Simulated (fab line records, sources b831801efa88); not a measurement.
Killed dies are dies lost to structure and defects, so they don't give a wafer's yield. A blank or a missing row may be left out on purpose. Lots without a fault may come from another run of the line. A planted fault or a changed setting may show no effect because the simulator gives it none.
A struck lot beside a sound one | flow sky130 | 44 steps out of a route of 708
Sound: wafers L669.1, L669.2, L669.6. Struck: wafer L677.1. (L677.2, L677.3 of the same lot were not struck and are left out.) The cause comes at the end.
At each step with rows: each side's tool, then ch and its chambers, then its first start. Under that, the readings that differ: sound wafers | struck wafers | difference of the means | sigmas: that difference in standard deviations of wafers without a fault.
alike: readings whose means differ by less than 2 such deviations, and words and numbers that are the same on both sides. not compared: withheld readings, readings that some wafer has no value for, bounds like >300 that may hide the same value, and numbers for which the record gives no deviation and whose values overlap.
The two part at a step that has a row with sigmas, a row that says differs or no value, or rows on one side only. Numbers that don't overlap but have no deviation are shown without sigmas and don't part them. A reading that every wafer of one side lacks parts them only if that side has two wafers or more.

first, 2 steps without rows for these wafers: SKY_VIA2_SPUTTER_20 (material TiN, target thk 20 nm, time 80 s); SKY_VIA2_CVD_21 (deposits W, target thk 420 nm, time 126.4 s).
SKY_VIA2_RS_MEAS_22: measures by four-point-probe.
  sound on film_metro-01, day 38 07:00; struck on film_metro-02, day 40 14:08
  alike: VIA2_W_RS
SKY_VIA2_THK_MEAS_23: measures by xrf.
  sound on film_metro-01, day 38 07:07; struck on film_metro-02, day 40 14:15
  alike: VIA2_W_THK
SKY_VIA2_CMP_24: polishes, stops on SiO2, t overpolish 20 s, target thk 0 nm.
  sound on cmp-01 ch 1,2, day 38 07:26; struck on cmp-02 ch 0, day 40 14:22
  alike: motor_current_A, overpolish_run_s, time_to_endpoint_s
SKY_METAL3_SPUTTER_00: material Ti, target thk 15 nm, time 10 s.
  sound on pvd_sputter-03, day 38 07:44; struck on pvd_sputter-04, day 40 14:37
  alike: cathode_dc_power_W, throttle_valve_pct
SKY_METAL3_SPUTTER_01: material TiN, target thk 20 nm, time 16.7 s.
  sound on pvd_sputter-03, day 38 07:46; struck on pvd_sputter-04, day 40 14:38
  alike: cathode_dc_power_W, throttle_valve_pct
then, 4 steps without rows for these wafers: SKY_METAL3_SPUTTER_02 (material AlCu, target thk 735 nm, time 39.1 s); SKY_METAL3_SPUTTER_03 (material Ti, target thk 5 nm, time 3.3 s); SKY_METAL3_SPUTTER_04 (material TiN, target thk 70 nm, time 58.3 s); SKY_CAPM_CVD_00 (deposits SiO2, target thk 15.5 nm).
SKY_CAPM_THK_MEAS_01:
  sound on film_metro-01, day 38 07:55; struck on film_metro-01, day 40 14:47
  alike: CAPM_CVD_00_THK
SKY_CAPM_SPUTTER_02: material TiN, target thk 200 nm, time 166.7 s.
  sound on pvd_sputter-02, day 38 07:58; struck on pvd_sputter-02, day 40 14:50
  reading                                  | sound             | struck | difference | sigmas
  model.TiN_of_CAPM_SPUTTER_02.thk_nm (nm) | 201.6 201.1 202.1 | 207.5  | +5.9       |
  alike: cathode_dc_power_W, throttle_valve_pct
SKY_CAPM_RS_MEAS_03: measures by four-point-probe.
  sound on film_metro-04, day 38 08:05; struck on film_metro-04, day 40 14:57
  reading              | sound          | struck | difference | sigmas
  CAPM_TIN_RS (ohm/sq) | 6.84 6.84 6.83 | 6.65   | -0.19      | -2
SKY_CAPM_THK_MEAS_04: measures by xrf.
  sound on film_metro-04, day 38 08:12; struck on film_metro-04, day 40 15:04
  reading           | sound             | struck | difference | sigmas
  CAPM_TIN_THK (nm) | 204.8 203.7 204.9 | 210.0  | +5.5       | +2
then, 7 steps without rows for these wafers: SKY_CAPM_DEHYDRATE_05 (time 60 s); SKY_CAPM_HMDS_06 (prime time 60 s); SKY_CAPM_COAT_07 (resist thk 1140 nm); SKY_CAPM_SOFTBAKE_08 (time 60 s); SKY_CAPM_EXPOSE_09 (exposes mask CAPM, target cd 1000 nm); SKY_CAPM_PEB_10; SKY_CAPM_DEVELOP_11 (develop time 60 s).
SKY_CAPM_OVL_MEAS_12:
  sound on overlay-01, day 39 09:57; struck on overlay-02, day 41 15:44
  alike: CAPM_OVL
SKY_CAPM_METAL_ETCH_13: etches TiN in Cl2/BCl3, stops on SiO2, target depth 220 nm, time 62.9 s.
  sound on rie_metal-02 ch 0,1, day 39 09:59; struck on rie_metal-01 ch 1, day 41 15:46
  reading                          | sound             | struck | difference | sigmas
  oes_product_au (a.u.)            | 0.948 0.947 0.951 | 0.972  | +0.023     | +3
  model.CAPM.feature_depth_nm (nm) | 201.6 201.1 202.1 | 207.5  | +5.9       |
  model.etch.depth_nm (nm)         | 201.6 201.1 202.1 | 207.5  | +5.9       |
  alike: drypump_motor_current_A, throttle_valve_pct
  not compared: rf_hours_counter_h
SKY_CAPM_STRIP_14: strips in O2/N2.
  sound on plasma_asher-04 ch 0,1, day 39 10:04; struck on plasma_asher-04 ch 1, day 41 15:50
  alike: drypump_motor_current_A, n2_flow_sccm, oes_product_au, strip_time_to_endpoint_s
  not compared: rf_hours_counter_h
then, 11 steps without rows for these wafers: SKY_CAPM_STRIP_15 (strips in post etch residue remover, time 1200 s); SKY_CAPM_CLEAN_16 (cleans in IPA, time 180 s); SKY_CAPM_CLEAN_17 (cleans in O3/DIW); SKY_METAL3_DEHYDRATE_05 (time 60 s); SKY_METAL3_HMDS_06 (prime time 60 s); SKY_METAL3_COAT_07 (resist thk 60 nm); SKY_METAL3_COAT_08 (resist thk 1140 nm); SKY_METAL3_SOFTBAKE_09 (time 90 s); SKY_METAL3_EXPOSE_10 (exposes mask MM3, target cd 300 nm); SKY_METAL3_PEB_11; SKY_METAL3_DEVELOP_12 (develop time 60 s).
SKY_METAL3_CD_MEAS_13: target cd 300 nm.
  sound on cd_sem-02, day 40 11:39; struck on cd_sem-02, day 42 16:42
  alike: cd_nm
SKY_METAL3_OVL_MEAS_14:
  sound on overlay-02, day 40 11:46; struck on overlay-01, day 42 16:49
  alike: METAL3_OVL
then, 1 step without rows for these wafers: SKY_METAL3_DESCUM_15 (chemistry O2, time 8 s).
SKY_METAL3_ETCH_16: etches BARC in N2/H2, stops on SiO2, time 88.2 s, target depth 60 nm.
  sound on rie_metal-01 ch 0,1, day 40 11:50; struck on rie_metal-04 ch 1, day 42 16:53
  alike: drypump_motor_current_A, n2_flow_sccm, oes_product_au, throttle_valve_pct
  not compared: rf_hours_counter_h
then, 2 steps without rows for these wafers: SKY_METAL3_ETCH_17 (etches SiO2 in C4F8/O2/Ar, stops on TiN, time 3.9 s, target depth 15 nm); SKY_METAL3_METAL_ETCH_18 (etches the open film in Cl2/BCl3, stops on SiO2, target depth 845 nm, time 183.1 s).
SKY_METAL3_STRIP_20: strips in post etch residue remover, time 1200 s.
  sound on wet_bench-03 ch 0, day 40 12:14; struck on wet_bench-03 ch 0, day 42 17:17
  reading                                  | sound             | struck | difference | sigmas
  temp_c (C)                               | 72.50 72.61 72.70 | 72.30  | -0.30      | -2
  model.TiN_of_CAPM_SPUTTER_02.thk_nm (nm) | 200.7 200.3 201.3 | 206.7  | +5.9       |
-- the record jumps here: 7 days lie between the struck wafers' starts before and after (it left off in module METAL3 and takes up again in module PAD_OPEN, whose first step shown is number 708 of the route) --
SKY_PAD_OPEN_PROBE_99:
  sound on prober-02, day 47 14:33; struck on prober-01, day 49 09:13
  reading                          | sound             | struck | difference | sigmas
  model.etest.cap_mim.plate_ohm_sq | 5.962 5.936 5.956 | 5.758  | -0.193     |
  alike: defect_limited_yield, killed_at_M0_to_M3, killed_at_M4_up, killed_at_contacts, killed_at_front_end, killed_at_other, killed_dies, killed_open, killed_short, sort_bin_3_pad_short, sort_bin_5_function, sort_bin_6_memory, sort_n_pass, sort_yield_pct

WHERE THEY PART
First at SKY_CAPM_RS_MEAS_03; last, within this record, at SKY_METAL3_STRIP_20. Later steps at which nothing parts them and some readings are alike: SKY_PAD_OPEN_PROBE_99.

WHY: what the simulator had put in
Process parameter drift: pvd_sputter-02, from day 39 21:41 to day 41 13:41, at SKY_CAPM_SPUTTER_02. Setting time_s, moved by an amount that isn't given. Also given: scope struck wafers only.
